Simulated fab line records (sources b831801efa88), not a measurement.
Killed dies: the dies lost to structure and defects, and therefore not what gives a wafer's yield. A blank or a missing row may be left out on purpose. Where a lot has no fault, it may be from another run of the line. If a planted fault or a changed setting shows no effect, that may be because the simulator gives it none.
Which tool did it?	flow sky130	36 wafers sampled from 12 lots at 1 step of a route of 708

== WHAT THE GAUGES SHOWED, per wafer ==
SKY_VT_ADJUST_NCORE_OVL_MEAS_08.
lot	measured	on	VT_ADJUST_NCORE_OVL (nm)
L075	day 8 10:45	overlay-02	-3.6 -2.4 -0.5
L077	day 9 19:56	overlay-01	-1.6 -0.9 -1.0
L080	day 10 08:44	overlay-02	-0.7 -1.2 1.1
L081	day 10 15:14	overlay-02	-0.7 -2.6 1.8
L083	day 11 03:26	overlay-02	-0.5 -2.9 -0.4
L085	day 11 17:35	overlay-01	0.4 1.4 -1.0
L087	day 12 05:58	overlay-02	-2.1 -1.1 -0.3
L089	day 12 17:30	overlay-01	-0.9 0.0 -2.3
L091	day 13 07:41	overlay-02	-1.4 0.2 -0.4
L093	day 14 07:06	overlay-02	-4.7 -1.6 -1.7
L094	day 15 04:44	overlay-02	-1.8 0.1 0.1
L097	day 15 10:41	overlay-01	-0.1 -0.3 -1.2

== WHAT TOOL EACH LOT RAN ON (gives the tool, then ch and the chambers of the sampled wafers, and finally the start) ==
Before these readings, the record contains no process step.

== THE ANSWER, worked out from the rows above alone ==
Rule: what is usual is taken from the lots themselves. Put in order of their means at a reading, lots are off if they are a third of the lots or fewer, leave a main group of 4 or more, and stand apart from it by a gap of 3 or more times the standard deviation of the main group's means; of several such gaps the widest counts. Not used: any main group whose means are identical at the precision the tables above print for the reading. Also off: a lot with no number at a reading for which 4 or more lots have one. Where the step has rows for the other lots, those lots are counted as sound.
Across all readings shown, no lot is off: no conclusion can be drawn from this.

== WHAT WAS PUT IN BY THE SIMULATOR ==
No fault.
